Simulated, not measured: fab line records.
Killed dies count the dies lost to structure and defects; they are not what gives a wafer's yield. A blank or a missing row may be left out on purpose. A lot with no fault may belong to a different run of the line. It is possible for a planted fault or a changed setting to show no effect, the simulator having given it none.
Chamber matching | flow sfq_line | SFQ_TRILAYER_I4_CMP_CMP_100 on cmp-01 has 4 sister chambers
The step polishes SiO2. 14 wafers are shown with their chamber, then 7 later ones without.

## WAFERS WITH THEIR CHAMBER
wafer  | chamber | motor_current_A (A) | time_to_endpoint_s (s)
L448.3 | 1       | 11.5                | 193
L448.2 | 0       | 9.7                 | 194
L448.6 | 1       | 10.7                | 202
L449.3 | 2       | 9.1                 | 198
L449.2 | 0       | 9.7                 | 200
L449.6 | 1       | 11.2                | 204
L450.2 | 0       | 10.5                | 202
L450.4 | 3       | 9.9                 | 196
L450.6 | 0       | 9.9                 | 205
L460.2 | 3       | 10.3                | 210
L460.3 | 2       | 9.6                 | 209
L460.5 | 3       | 10.6                | 204
L463.1 | 3       | 10.2                | 199
L463.2 | 0       | 9.2                 | 207

SIGNATURES (averages over the wafers above)
reading            | chamber 0 | chamber 1 | chamber 2 | chamber 3 | scatter within a chamber
motor_current_A    | 9.800     | 11.133    | 9.350     | 10.250    | 0.398
time_to_endpoint_s | 201.60    | 199.67    | 203.50    | 202.25    | 5.86
Rule: for each reading, subtract the chamber's mean from the wafer's reading, divide by that reading's scatter and square the result; add these up over the readings and take the root, which gives the wafer's distance from the chamber. If the next closest chamber is less than 2 further off than the closest, the wafer can't be placed; otherwise it belongs to the closest. The scatter: take each reading less its chamber's mean, square it, sum over the shown wafers, divide by the number of wafers less the number of chambers, and take the root.

## WAFERS WITH NO CHAMBER GIVEN
wafer  | motor_current_A (A) | time_to_endpoint_s (s)
L463.5 | 10.1                | 204
L464.1 | 8.8                 | 217
L464.5 | 9.4                 | 219
L464.6 | 9.5                 | 209
L466.2 | 9.7                 | 193
L466.4 | 9.9                 | 214
L466.5 | 10.0                | 206

## EACH ONE'S CHAMBER
wafer  | from the rows above               | in truth
L463.5 | can't be placed: 3 or 0 or 2      | 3
L464.1 | can't be placed: 2 or 0 or 3      | 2
L464.5 | can't be placed: 2 or 0 or 3      | 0
L464.6 | can't be placed: 2 or 0 or 3      | 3
L466.2 | can't be placed: 0 or 2 or 3      | 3
L466.4 | can't be placed: 0 or 3 or 2 or 1 | 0
L466.5 | can't be placed: 3 or 0 or 2      | 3
0 of 7 placed correctly. From these rows, 7 cannot be placed; in 7 the true chamber is one of the candidates. Placed wrongly: 0.
